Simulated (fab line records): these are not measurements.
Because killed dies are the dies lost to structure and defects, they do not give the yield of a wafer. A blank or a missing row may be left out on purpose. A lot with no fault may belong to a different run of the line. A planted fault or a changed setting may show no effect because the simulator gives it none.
Struck lot and sound lot, side by side    flow sky130    18 steps out of a route of 708
Sound: wafers L469.1, L469.4, L469.5. Struck: wafers L475.1, L475.2, L475.5. At the end, the cause is stated.
Per side, at each step with rows, come the tool, then ch with its chambers, and then its first start. Under that, the readings that differ: sound wafers    struck wafers    difference of the means    sigmas: that difference in standard deviations of wafers without a fault.
alike: readings with means less than 2 such deviations apart, plus words and numbers identical on both sides. not compared: withheld readings, readings lacking a value on some wafer, bounds such as >300 that could conceal the same value, and numbers that have no deviation in the record and whose values overlap.
A row with sigmas, a row that says differs or no value, or rows on one side alone: a step with any of these is where the two part. Non-overlapping numbers with no deviation appear without sigmas and do not part them. A reading missing from all wafers of one side parts the sides only when that side holds two or more wafers.

first, 2 steps without rows for these wafers: SKY_GATE_OXIDE_CLEAN_00 (cleans in SC1/SC2, time 150 s); SKY_GATE_OXIDE_OXIDATION_01 (stabilise 600 s, purge 300 s, target thk 10.268 nm).
SKY_GATE_OXIDE_THK_MEAS_02:
  sound on film_metro-04 at day 13 09:40; struck on film_metro-02 at day 15 07:43
  alike: GATE_OXIDE_OXIDATION_00_THK
then, 7 steps without rows for these wafers: SKY_GATE_OXIDE_DEHYDRATE_03 (time 60 s); SKY_GATE_OXIDE_HMDS_04 (prime time 60 s); SKY_GATE_OXIDE_COAT_05 (resist thk 1140 nm); SKY_GATE_OXIDE_SOFTBAKE_06 (time 60 s); SKY_GATE_OXIDE_EXPOSE_07 (exposes mask LVOM, target cd 600 nm); SKY_GATE_OXIDE_PEB_08; SKY_GATE_OXIDE_DEVELOP_09 (develop time 60 s).
SKY_GATE_OXIDE_OVL_MEAS_10:
  sound on overlay-02 at day 14 11:49; struck on overlay-02 at day 16 11:40
  alike: GATE_OXIDE_OVL
following that, these wafers have no rows for 1 step: SKY_GATE_OXIDE_IMPLANT_11.
SKY_GATE_OXIDE_WET_ETCH_12: etches SiO2 in dHF, target depth 16.8 nm, time 336 s.
  sound on wet_bench-04 ch 3, day 14 12:01; struck on wet_bench-03 ch 0, day 16 11:53
  no value came back on the struck wafers for bath_heat_duty_pct (%), run_length_s (s), time_s (s); on the sound wafers bath_heat_duty_pct (%) reads 6.3 6.5 6.1
reading                                     sound            struck             difference  sigmas
model.SiO2_of_FIELD_ISO_CVD_24.thk_nm (nm)  365 365.2 366.8  380.7 383.1 381.1  +16.0       
SKY_GATE_OXIDE_STRIP_13: strips in O2/N2.
  sound on plasma_asher-04 ch 0,1, day 14 12:07; struck on plasma_asher-04 ch 0,1, day 16 11:59
  alike: drypump_motor_current_A, oes_product_au, strip_time_to_endpoint_s
  not compared: rf_hours_counter_h
SKY_GATE_OXIDE_TW_MEAS_14:
  sound on film_metro-03 at day 14 12:13; struck on film_metro-04 at day 16 12:05
  alike: GATE_OXIDE_TW
SKY_GATE_OXIDE_CLEAN_15: cleans in SC1/SC2, time 150 s.
  sound on wet_bench-01 ch 3, day 14 12:16; struck on wet_bench-03 ch 1, day 16 12:08
reading                                     sound              struck           difference  sigmas
model.SiO2_of_FIELD_ISO_CVD_24.thk_nm (nm)  364.3 364.5 366.1  380 382.5 380.4  +16         
then, 1 step without rows for these wafers: SKY_GATE_OXIDE_OXIDATION_16 (stabilise 600 s, purge 300 s, target thk 3.57 nm).
-- record jumps: 31 days separate the struck wafers' starts on either side; left off in module GATE_OXIDE, taken up again in module PAD_OPEN, whose first shown step is the route's number 708 --
SKY_PAD_OPEN_PROBE_99:
  sound on prober-02 at day 46 14:10; struck on prober-02 at day 48 00:05
reading              sound      struck       difference  sigmas
killed_at_front_end  17 11 12   434 418 435  +416        +97
killed_dies          88 72 103  492 492 492  +404        +41
killed_on_rim        14 13 21   96 96 96     +80         +21
  alike: killed_at_M0_to_M3, killed_at_M4_up, killed_at_contacts, killed_at_other, killed_open, killed_short

WHERE THEY PART
First at SKY_GATE_OXIDE_WET_ETCH_12; last, within this record, at SKY_PAD_OPEN_PROBE_99.

WHY: the cause the simulator had injected
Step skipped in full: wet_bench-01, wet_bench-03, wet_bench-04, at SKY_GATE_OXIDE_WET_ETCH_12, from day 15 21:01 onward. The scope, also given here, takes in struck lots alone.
